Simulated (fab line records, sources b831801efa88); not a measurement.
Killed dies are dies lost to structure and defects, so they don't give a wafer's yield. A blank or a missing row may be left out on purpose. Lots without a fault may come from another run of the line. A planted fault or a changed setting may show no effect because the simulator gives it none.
fab line records | flow gf180mcu
record lots=6 wafers=18 last_day=34
route steps=602 shown V4@500 MIM@503 M5@526
lots that met no fault: from a run of the same line without faults
start_h: hours from the record's first day to the start of the lot's first wafer shown | wait_h: hours since the lot's step before | " the same as in the row above | L1.1+2: a row that stands for several wafers | - no value, or no start given | * or withheld: withheld | < > ~ a bound
route shown NAME@n: a module of which the file shows steps, and the number in the route of the first | usual: mean/standard deviation of fault-free wafers | same: alike in all rows | chamber/n: place in a boat | sites: the reading at each site | _std_site: their standard deviation | _edge_site: outer sites' mean less inner sites' | radius_mm: how far each site lies from the wafer's centre | mask NAME#n: copy n | behind: the tool/chamber that last shaped the wafer | hold: why the lot was held/for how many hours/how that ended | device: the transistor (n, p or np) that didn't switch | end of line: the same wafers' tests at the end of the route | a step without rows: its recipe alone | killed: dies lost to structure and defects at the first sort, not the wafer's yield | map: a wafer's dies, x killed, . not, _ none there
set.NAME: the setting as run; set.NAME@STEP: as run at that earlier step | model.NAME: the simulator's own value behind a step, which no gauge read
lots at some steps of the route; a table a step, a row a wafer
services: from which hour (start_h, from the record's first day; less than 0 if before it) a tool's chamber was out of use, for how many hours, and why
## steps
# step GF_V4_RS_MEAS_24
# recipe thk_meas_gauge=four-point-probe reads=W_of_V4_CVD_23+TiN_of_V4_SPUTTER_22+Ti_of_V4_SPUTTER_21
# usual V4_W_RS=0.326/0.0033
# columns lot.wafer tool chamber start_h wait_h V4_W_RS[ohm/sq]
L216.4 film_metro-02 - 581.04 0.1 0.321
L216.5 " - " " 0.321
L216.6 " - " " 0.323
L222.2 film_metro-02 - 622.75 0.1 0.326
L222.4 " - " " 0.325
L222.5 " - " " 0.330
L225.1 film_metro-02 - 643.76 0.1 0.322
L225.2 " - " " 0.321
L225.4 " - " " 0.322
L232.2 film_metro-01 - 694.45 0.1 0.326
L232.5 " - " " 0.321
L232.6 " - " " 0.326
L234.1 film_metro-04 - 704.26 0.1 0.325
L234.3 " - " " 0.324
L234.4 " - " " 0.326
L238.1 film_metro-01 - 730.15 0.1 0.324
L238.3 " - " " 0.327
L238.6 " - " " 0.329
# step GF_V4_THK_MEAS_25
# recipe thk_meas_gauge=xrf reads=W_of_V4_CVD_23
# usual V4_W_THK=379/4.6
# columns lot.wafer tool chamber start_h wait_h V4_W_THK[nm]
L216.4 film_metro-02 - 581.13 0.1 382
L216.5 " - " " 384
L216.6 " - " " 381
L222.2 film_metro-02 - 622.86 0.1 380
L222.4 " - " " 382
L222.5 " - " " 375
L225.1 film_metro-02 - 643.88 0.1 383
L225.2 " - " " 385
L225.4 " - " " 382
L232.2 film_metro-01 - 694.56 0.1 379
L232.5 " - " " 387
L232.6 " - " " 382
L234.1 film_metro-04 - 704.38 0.1 380
L234.3 " - " " 382
L234.4 " - " " 378
L238.1 film_metro-01 - 730.27 0.1 383
L238.3 " - " " 381
L238.6 " - " " 379
# step GF_V4_CMP_26
# recipe stop_on=SiO2 down_force_psi=3.5 platen_rpm=60 t_overpolish_s=15 target_thk_nm=0 pad_velocity_m_s=0.94248
# usual edge_zone_pressure_frac=1.000/0.0049 motor_current_A=10.9/1 overpolish_run_s=15.000/0.0099 time_to_endpoint_s=86/3.7
# columns lot.wafer tool chamber start_h wait_h edge_zone_pressure_frac motor_current_A overpolish_run_s time_to_endpoint_s
L216.4 cmp-01 3 581.26 0.1 1.005 10.4 14.996 86
L216.5 " 1 " " 1.000 11.4 15.002 88
L216.6 " 2 " " 0.994 9.1 14.994 89
L222.2 cmp-01 3 622.96 0.1 0.997 9.9 15.001 86
L222.4 " 0 " " 0.997 10.5 15.007 85
L222.5 " 3 " " 1.003 10.8 15.017 85
L225.1 cmp-02 1 643.94 0.1 1.001 11.8 15.027 86
L225.2 " 3 " " 1.006 11.8 14.986 92
L225.4 " 0 " " 1.005 11.5 15.006 87
L232.2 cmp-02 0 694.76 0.2 0.995 11.7 15.012 85
L232.5 " 1 " " 1.007 12.3 14.997 85
L232.6 " 2 " " 1.009 10.4 15.009 84
L234.3 cmp-02 1 704.44 0.0 0.994 11.8 14.986 86
L234.1 " 2 " " 1.004 11.0 15.007 89
L234.4 " 0 " " 0.994 12.6 15.004 90
L238.3 cmp-02 1 730.39 0.1 1.008 12.2 14.987 87
L238.1 " 3 " " 1.001 11.7 14.999 93
L238.6 " 0 " " 0.995 11.5 14.992 92
# step GF_MIM_SPUTTER_00
# recipe material=Ti target_thk_nm=37.5 arriving_ion_energy_ev=80 substrate_temp_c=200 chamber_pressure_pa=2 power_w=4000 time_s=150
# step GF_MIM_SPUTTER_01
# recipe material=TiN target_thk_nm=30 power_w=6500 time_s=25 chamber_pressure_pa=0.4
# step GF_MIM_SPUTTER_02
# recipe material=AlCu target_thk_nm=450 power_w=10600 time_s=23.9 chamber_pressure_pa=0.4
# step GF_MIM_SPUTTER_03
# recipe material=Ti target_thk_nm=10 substrate_temp_c=300 chamber_pressure_pa=0.3 power_w=3000 time_s=6.7
# usual cathode_dc_power_W=3000.0/0.51 throttle_valve_pct=29.6/0.8
# columns lot.wafer tool chamber start_h wait_h cathode_dc_power_W throttle_valve_pct
L216.4 pvd_sputter-04 - 581.63 0.0 3000.0 30.6
L216.5 " - " " 3000.6 29.4
L216.6 " - " " 3000.6 30.3
L222.2 pvd_sputter-02 - 623.37 0.0 3000.1 29.7
L222.4 " - " " 3000.2 30.2
L222.5 " - " " 2999.8 27.9
L225.1 pvd_sputter-04 - 644.40 0.0 2999.3 30.3
L225.2 " - " " 2999.0 30.8
L225.4 " - " " 3000.1 30.5
L232.2 pvd_sputter-02 - 695.07 0.0 3000.4 29.8
L232.5 " - " " 2999.1 29.7
L232.6 " - " " 3000.6 28.0
L234.1 pvd_sputter-04 - 704.90 0.0 3000.0 30.4
L234.3 " - " " 3000.3 30.3
L234.4 " - " " 3000.8 29.4
L238.1 pvd_sputter-01 - 730.80 0.0 3001.2 30.1
L238.3 " - " " 2999.6 29.6
L238.6 " - " " 2999.1 29.7
# step GF_MIM_SPUTTER_04
# recipe material=TiN target_thk_nm=50 power_w=6500 time_s=41.7 chamber_pressure_pa=0.4
# step GF_MIM_CVD_05
# recipe material=Si3N4 target_thk_nm=42 temp_max_c=400 temp_c=385 time_s=29.086 rf_w=461.5
# step GF_MIM_THK_MEAS_06
# recipe reads=Si3N4_of_MIM_CVD_05
# usual MIM_CVD_05_THK=42.1/0.51
# columns lot.wafer tool chamber start_h wait_h MIM_CVD_05_THK[nm]
L216.4 film_metro-03 - 581.75 0.0 42.7
L216.5 " - " " 42.2
L216.6 " - " " 42.1
L222.2 film_metro-01 - 623.48 0.0 42.0
L222.4 " - " " 42.4
L222.5 " - " " 42.8
L225.1 film_metro-04 - 644.49 0.0 41.7
L225.2 " - " " 41.4
L225.4 " - " " 41.8
L232.2 film_metro-01 - 695.27 0.1 40.7
L232.5 " - " " 42.0
L232.6 " - " " 41.6
L234.1 film_metro-03 - 705.00 0.0 42.1
L234.3 " - " " 42.4
L234.4 " - " " 43.2
L238.1 film_metro-04 - 730.90 0.0 41.5
L238.3 " - " " 41.5
L238.6 " - " " 42.4
# step GF_MIM_SPUTTER_07
# recipe material=TiN target_thk_nm=60 power_w=6500 time_s=50 chamber_pressure_pa=0.4
# step GF_MIM_SPUTTER_08
# recipe material=AlCu target_thk_nm=200 power_w=10600 time_s=10.6 chamber_pressure_pa=0.4
# step GF_MIM_SPUTTER_09
# recipe material=TiN target_thk_nm=35 power_w=6500 time_s=29.2 chamber_pressure_pa=0.4
# usual cathode_dc_power_W=6500.0/1.1 throttle_valve_pct=29.5/0.74
# columns lot.wafer tool chamber start_h wait_h cathode_dc_power_W throttle_valve_pct model.TiN_of_MIM_SPUTTER_09.thk_nm
L216.4 pvd_sputter-02 - 581.84 0.0 6501.3 29.6 34.45
L216.5 " - " " 6499.8 29.8 34.18
L216.6 " - " " 6498.7 28.3 35.04
L222.2 pvd_sputter-01 - 623.59 0.0 6501.0 29.7 35.34
L222.4 " - " " 6500.2 29.0 35.27
L222.5 " - " " 6500.4 29.5 35.19
L225.1 pvd_sputter-02 - 644.62 0.0 6499.5 28.0 35.67
L225.2 " - " " 6500.7 29.5 35.5
L225.4 " - " " 6499.6 29.8 35.14
L232.2 pvd_sputter-01 - 695.39 0.0 6501.4 30.0 36.43
L232.5 " - " " 6502.7 28.7 36.62
L232.6 " - " " 6500.7 29.8 36.86
L234.1 pvd_sputter-01 - 705.12 0.0 6498.6 29.8 37.05
L234.3 " - " " 6499.7 29.6 36.96
L234.4 " - " " 6499.3 28.5 37.4
L238.1 pvd_sputter-02 - 731.02 0.0 6499.1 28.1 35.27
L238.3 " - " " 6500.4 29.4 35.22
L238.6 " - " " 6498.1 29.7 35.3
# step GF_MIM_RS_MEAS_10
# recipe thk_meas_gauge=four-point-probe reads=TiN_of_MIM_SPUTTER_09+AlCu_of_MIM_SPUTTER_08+TiN_of_MIM_SPUTTER_07
# usual MIM_ALCU_RS=0.1600/0.0017
# columns lot.wafer tool chamber start_h wait_h MIM_ALCU_RS[ohm/sq]
L216.4 film_metro-04 - 581.94 0.1 0.1590
L216.5 " - " " 0.1588
L216.6 " - " " 0.1613
L222.2 film_metro-03 - 623.65 0.0 0.1579
L222.4 " - " " 0.1595
L222.5 " - " " 0.1584
L225.1 film_metro-01 - 644.65 0.0 0.1583
L225.2 " - " " 0.1577
L225.4 " - " " 0.1585
L232.2 film_metro-03 - 695.44 0.0 0.1578
L232.5 " - " " 0.1583
L232.6 " - " " 0.1569
L234.1 film_metro-04 - 705.16 0.0 0.1591
L234.3 " - " " 0.1599
L234.4 " - " " 0.1603
L238.1 film_metro-03 - 731.06 0.0 0.1632
L238.3 " - " " 0.1615
L238.6 " - " " 0.1627
# step GF_MIM_THK_MEAS_11
# recipe thk_meas_gauge=xrf reads=AlCu_of_MIM_SPUTTER_08
# usual MIM_ALCU_THK=203.9/2.2
# columns lot.wafer tool chamber start_h wait_h MIM_ALCU_THK[nm]
L216.4 film_metro-04 - 582.03 0.1 205.4
L216.5 " - " " 205.8
L216.6 " - " " 202.0
L222.2 film_metro-03 - 623.76 0.1 205.1
L222.4 " - " " 201.9
L222.5 " - " " 205.2
L225.1 film_metro-01 - 644.77 0.1 205.8
L225.2 " - " " 208.7
L225.4 " - " " 205.7
L232.2 film_metro-03 - 695.55 0.1 206.0
L232.5 " - " " 205.5
L232.6 " - " " 207.0
L234.1 film_metro-04 - 705.28 0.1 203.6
L234.3 " - " " 203.8
L234.4 " - " " 202.4
L238.1 film_metro-03 - 731.18 0.1 199.9
L238.3 " - " " 201.8
L238.6 " - " " 200.9
# step GF_MIM_DEHYDRATE_12
# recipe temp_c=200 time_s=60
# step GF_MIM_HMDS_13
# recipe prime_time_s=60 prime_temp_c=120
# step GF_MIM_COAT_14
# recipe resist=NOVOLAK spin_rpm=3000 resist_thk_nm=1000
# step GF_MIM_SOFTBAKE_15
# recipe temp_c=90 time_s=60 resist=NOVOLAK
# step GF_MIM_EXPOSE_16
# recipe mask_id=FuseTop target_cd_nm=2000 na=0.6 source_shape=conventional sigma_outer=0.6 dose_mj=140
# step GF_MIM_PEB_17
# recipe temp_c=withheld time_s=* resist=NOVOLAK
# step GF_MIM_DEVELOP_18
# recipe develop_time_s=60 dev_temp_c=23
# step GF_MIM_METAL_ETCH_19
# recipe chemistry=Cl2/BCl3 mask_material=NOVOLAK stop_on=Si3N4 target_depth_nm=324.5 pressure_mtorr=8 icp_w=800 bias_w=140 Cl2_flow_sccm=80 bcl3_flow_sccm=40 time_s=54.1
# step GF_MIM_STRIP_20
# recipe chemistry=O2/N2 power_w=1400 pressure_mtorr=1500 platen_temp_c=250 o2_flow_sccm=3000 n2_flow_sccm=300 overash_fraction=0.5
# usual chamber_pressure_mTorr=1500.0/1.4 drypump_motor_current_A=5.67/0.15 heater_power_w=312/37 oes_product_au=0.690/0.0049 strip_time_to_endpoint_s=11.19/0.039
# same overash_fraction=0.5
# columns lot.wafer tool chamber start_h wait_h chamber_pressure_mTorr drypump_motor_current_A heater_power_w oes_product_au rf_hours_counter_h strip_time_to_endpoint_s
L216.4 plasma_asher-03 0 603.49 0.1 1498.7 5.77 357 0.682 - 11.15
L216.5 " 0 " " 1502.1 5.79 363 0.686 - 11.17
L216.6 " 1 " " 1499.5 5.72 270 0.692 - 11.15
L222.2 plasma_asher-04 1 643.22 0.0 1499.7 5.56 351 0.693 56 11.12
L222.4 " 0 " " 1497.4 5.46 268 0.693 - 11.18
L222.5 " 0 " " 1500.0 5.42 259 0.696 - 11.20
L225.1 plasma_asher-04 1 664.12 0.0 1502.1 5.56 348 0.693 59 11.16
L225.2 " 0 " " 1502.2 5.46 269 0.687 59 11.15
L225.4 " 1 " " 1499.4 5.56 348 0.686 - 11.15
L232.2 plasma_asher-04 1 713.47 0.0 1500.5 5.54 354 0.689 64 11.22
L232.5 " 0 " " 1501.0 5.45 274 0.687 - 11.20
L232.6 " 1 " " 1501.7 5.54 348 0.698 - 11.26
L234.1 plasma_asher-04 0 723.47 0.0 1498.9 5.43 270 0.691 66 11.21
L234.3 " 0 " " 1499.6 5.43 268 0.696 - 11.17
L234.4 " 1 " " 1498.3 5.55 346 0.688 - 11.16
L238.1 plasma_asher-01 1 748.29 0.1 1500.4 5.87 320 0.695 103 11.14
L238.3 " 0 " " 1497.8 5.71 297 0.682 - 11.11
L238.6 " 1 " " 1499.9 5.86 319 0.690 - 11.13
# step GF_MIM_STRIP_21
# recipe chemistry=post_etch_residue_remover time_s=1200 temp_c=72.5
# step GF_MIM_CLEAN_22
# recipe chemistry=DIW dry=n2_spin
# step GF_M5_DEHYDRATE_00
# recipe temp_c=200 time_s=60
# step GF_M5_HMDS_01
# recipe prime_time_s=60 prime_temp_c=120
# step GF_M5_COAT_02
# recipe resist=KrF spin_rpm=withheld resist_thk_nm=1000
# step GF_M5_SOFTBAKE_03
# recipe temp_c=130 time_s=60 resist=KrF
# step GF_M5_EXPOSE_04
# recipe mask_id=Metal5 target_cd_nm=280 na=0.68 source_shape=conventional sigma_outer=0.6 dose_mj=27.82
# step GF_M5_PEB_05
# recipe peb_temp_c=135 peb_time_s=90 resist=KrF
# step GF_M5_DEVELOP_06
# recipe develop_time_s=60 dev_temp_c=21
# step GF_M5_CD_MEAS_07
# recipe target_cd_nm=280
# usual cd_nm=280.1/1
# columns lot.wafer tool chamber start_h wait_h cd_nm
L216.4 cd_sem-01 - 624.86 0.1 279.4
L216.5 " - " " 279.1
L216.6 " - " " 280.3
L222.2 cd_sem-02 - 662.82 0.1 279.2
L222.4 " - " " 279.1
L222.5 " - " " 279.6
L225.1 cd_sem-02 - 683.67 0.1 278.7
L225.2 " - " " 279.2
L225.4 " - " " 280.0
L232.2 cd_sem-01 - 731.87 0.1 281.0
L232.5 " - " " 280.4
L232.6 " - " " 279.7
L234.1 cd_sem-02 - 741.02 0.1 280.0
L234.3 " - " " 279.3
L234.4 " - " " 280.1
L238.1 cd_sem-01 - 764.66 0.1 280.1
L238.3 " - " " 280.9
L238.6 " - " " 280.3
# step GF_M5_OVL_MEAS_08
# usual M5_OVL=-3/5
# columns lot.wafer tool chamber start_h wait_h M5_OVL[nm]
L216.4 overlay-01 - 624.94 0.1 -8
L216.5 " - " " -8
L216.6 " - " " -11
L222.2 overlay-01 - 662.92 0.1 2
L222.4 " - " " 1
L222.5 " - " " -3
L225.1 overlay-01 - 683.79 0.1 4
L225.2 " - " " -7
L225.4 " - " " -9
L232.2 overlay-01 - 731.97 0.1 2
L232.5 " - " " 1
L232.6 " - " " 2
L234.1 overlay-02 - 741.14 0.1 -9
L234.3 " - " " -9
L234.4 " - " " -3
L238.1 overlay-01 - 764.78 0.1 -9
L238.3 " - " " -8
L238.6 " - " " -14
# step GF_M5_ETCH_09
# recipe chemistry=CF4/O2 target=Si3N4 target_depth_nm=52 source_w=800 bias_w=150 pressure_mtorr=150 cf4_flow_sccm=80 O2_flow_sccm=10 time_s=11.6
# step GF_M5_METAL_ETCH_10
# recipe chemistry=Cl2/BCl3 mask_material=KrF target_depth_nm=627.5 stop_on=SiO2 pressure_mtorr=8 icp_w=800 bias_w=140 Cl2_flow_sccm=80 bcl3_flow_sccm=40 time_s=104.6
# usual chamber_pressure_mTorr=8.000/0.0073 drypump_motor_current_A=5.5/0.58 mfc_cl2_sccm=79.96/0.22 oes_product_au=0.973/0.0057 rf_fwd_power_W=795.7/2.7 throttle_valve_pct=28.249/0.0088
# columns lot.wafer tool chamber start_h wait_h chamber_pressure_mTorr drypump_motor_current_A mfc_cl2_sccm oes_product_au rf_fwd_power_W rf_hours_counter_h throttle_valve_pct
L216.4 rie_metal-01 0 625.02 0.0 8.000 5.6 80.01 0.975 796.7 - 28.243
L216.5 " 0 " " 7.992 5.6 79.99 0.973 798.5 - 28.243
L216.6 " 1 " " 8.006 4.9 79.87 0.979 794.0 - 28.242
L222.2 rie_metal-04 0 662.98 0.0 7.995 6.7 79.90 0.971 796.0 3 28.256
L222.4 " 0 " " 7.999 6.7 80.21 0.973 798.1 - 28.264
L222.5 " 0 " " 7.996 6.7 79.63 0.976 799.1 - 28.260
L225.1 rie_metal-02 0 683.85 0.0 8.003 5.3 79.83 0.973 799.2 3 28.244
L225.2 " 1 " " 7.996 5.7 80.22 0.976 796.1 5 28.246
L225.4 " 1 " " 7.998 5.7 79.78 0.979 795.2 - 28.248
L232.2 rie_metal-04 0 732.03 0.0 7.992 6.7 79.89 0.976 798.1 5 28.244
L232.5 " 0 " " 8.000 6.7 79.75 0.981 797.0 - 28.247
L232.6 " 1 " " 8.000 5.2 79.56 0.982 797.4 - 28.236
L234.1 rie_metal-04 1 741.20 0.0 8.010 5.2 80.06 0.980 797.5 10 28.253
L234.3 " 1 " " 7.995 5.2 79.42 0.970 795.1 - 28.253
L234.4 " 0 " " 7.998 6.7 79.94 0.973 796.0 - 28.240
L238.1 rie_metal-01 1 764.84 0.0 8.015 4.9 79.82 0.980 796.1 1 28.233
L238.3 " 1 " " 7.998 4.9 79.89 0.975 791.9 - 28.250
L238.6 " 0 " " 7.999 5.6 80.26 0.980 794.3 - 28.245
# step GF_M5_STRIP_11
# recipe chemistry=O2/N2 power_w=1400 pressure_mtorr=1500 platen_temp_c=250 o2_flow_sccm=3000 n2_flow_sccm=300 overash_fraction=0.5
# usual chamber_pressure_mTorr=1500.1/1.5 drypump_motor_current_A=6.0/0.39 heater_power_w=325/33 oes_product_au=0.542/0.0049 strip_time_to_endpoint_s=7.51/0.051
# same overash_fraction=0.5
# columns lot.wafer tool chamber start_h wait_h chamber_pressure_mTorr drypump_motor_current_A heater_power_w oes_product_au rf_hours_counter_h strip_time_to_endpoint_s
L216.4 plasma_asher-01 0 625.12 0.1 1501.4 5.7 310 0.536 - 7.42
L216.5 " 1 " " 1500.5 5.8 320 0.541 - 7.47
L216.6 " 0 " " 1499.2 5.8 296 0.533 - 7.54
L222.2 plasma_asher-01 1 663.09 0.1 1499.7 5.9 320 0.535 93 7.40
L222.4 " 1 " " 1498.6 5.9 321 0.536 - 7.44
L222.5 " 0 " " 1500.9 5.8 303 0.538 - 7.47
L225.1 plasma_asher-01 0 683.97 0.1 1498.7 5.7 305 0.549 95 7.63
L225.2 " 1 " " 1500.3 5.9 319 0.543 95 7.57
L225.4 " 1 " " 1501.0 5.9 313 0.543 - 7.63
L232.2 plasma_asher-01 0 732.14 0.1 1500.4 5.8 291 0.535 100 7.52
L232.5 " 1 " " 1498.9 5.9 308 0.541 - 7.45
L232.6 " 0 " " 1500.0 5.8 303 0.532 - 7.53
L234.1 plasma_asher-03 1 741.31 0.1 1500.9 5.7 272 0.543 31 7.50
L234.3 " 1 " " 1499.7 5.7 279 0.543 - 7.52
L234.4 " 0 " " 1498.7 5.8 366 0.543 - 7.51
L238.1 plasma_asher-02 1 764.95 0.1 1498.6 6.5 356 0.540 2 7.50
L238.3 " 1 " " 1501.5 6.5 349 0.549 - 7.50
L238.6 " 0 " " 1501.7 6.8 370 0.540 - 7.41
# step GF_M5_STRIP_12
# recipe chemistry=post_etch_residue_remover time_s=1200 temp_c=72.5
# columns lot.wafer tool chamber start_h wait_h model.TiN_of_MIM_SPUTTER_09.thk_nm
L216.4 wet_bench-04 2 625.19 0.0 33.61
L216.5 " 2 " " 33.34
L216.6 " 2 " " 34.2
L222.2 wet_bench-01 3 663.19 0.1 34.49
L222.4 " 3 " " 34.43
L222.5 " 3 " " 34.35
L225.1 wet_bench-02 1 684.07 0.1 34.83
L225.2 " 1 " " 34.65
L225.4 " 1 " " 34.29
L232.2 wet_bench-01 2 732.24 0.1 35.6
L232.5 " 2 " " 35.79
L232.6 " 2 " " 36.02
L234.1 wet_bench-01 0 741.41 0.1 36.22
L234.3 " 0 " " 36.12
L234.4 " 0 " " 36.56
L238.1 wet_bench-04 3 765.05 0.1 34.43
L238.3 " 3 " " 34.38
L238.6 " 3 " " 34.46
# step GF_M5_CLEAN_13
# recipe chemistry=DIW dry=n2_spin
## services
# columns tool chamber start_h hours kind
rie_metal-02 0 559.43 10.4 repair
plasma_asher-04 - 571.17 4.1 repair
cmp-01 - 572.11 4.0 pm
rie_metal-04 1 595.40 9.0 repair
pvd_sputter-01 - 612.34 6.5 repair
pvd_sputter-01 - 623.78 6.4 repair
pvd_sputter-02 - 626.18 3.9 repair
wet_bench-01 - 626.79 6.0 repair
pvd_sputter-02 - 628.41 2.7 repair
rie_metal-04 - 630.39 1.0 repair
pvd_sputter-04 - 636.98 5.3 repair
plasma_asher-03 - 637.10 18.0 repair
pvd_sputter-02 - 645.91 6.9 repair
rie_metal-04 - 651.84 6.0 repair
cmp-02 - 654.64 4.3 pm
cmp-01 - 687.30 4.8 pm
wet_bench-04 - 697.57 4.4 pm
cmp-01 - 721.13 12.0 repair
cmp-02 - 744.23 4.0 pm
cmp-02 - 746.15 1.8 repair
rie_metal-01 - 753.89 0.5 repair
pvd_sputter-02 - 754.30 2.9 repair
pvd_sputter-04 - 755.80 3.9 repair
rie_metal-04 - 759.94 2.8 pm
## key
first_sign none at tools or gauges
model_effect step=GF_MIM_SPUTTER_09 value=TiN_of_MIM_SPUTTER_09.thk_nm without=34.99 struck=36.89
model_effect step=GF_M5_STRIP_12 value=TiN_of_MIM_SPUTTER_09.thk_nm without=34.15 struck=36.05
met_at GF_MIM_SPUTTER_09
struck_wafers L232.2,L232.5,L232.6,L234.1,L234.3,L234.4
onset_between 623.59 695.39
fault kind=process_parameter_drift tool=pvd_sputter-01 chamber=- onset_h=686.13 steps=GF_MIM_SPUTTER_09 channel=time_s offset=* shape=step end_h=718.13 acts_in=* stated=*
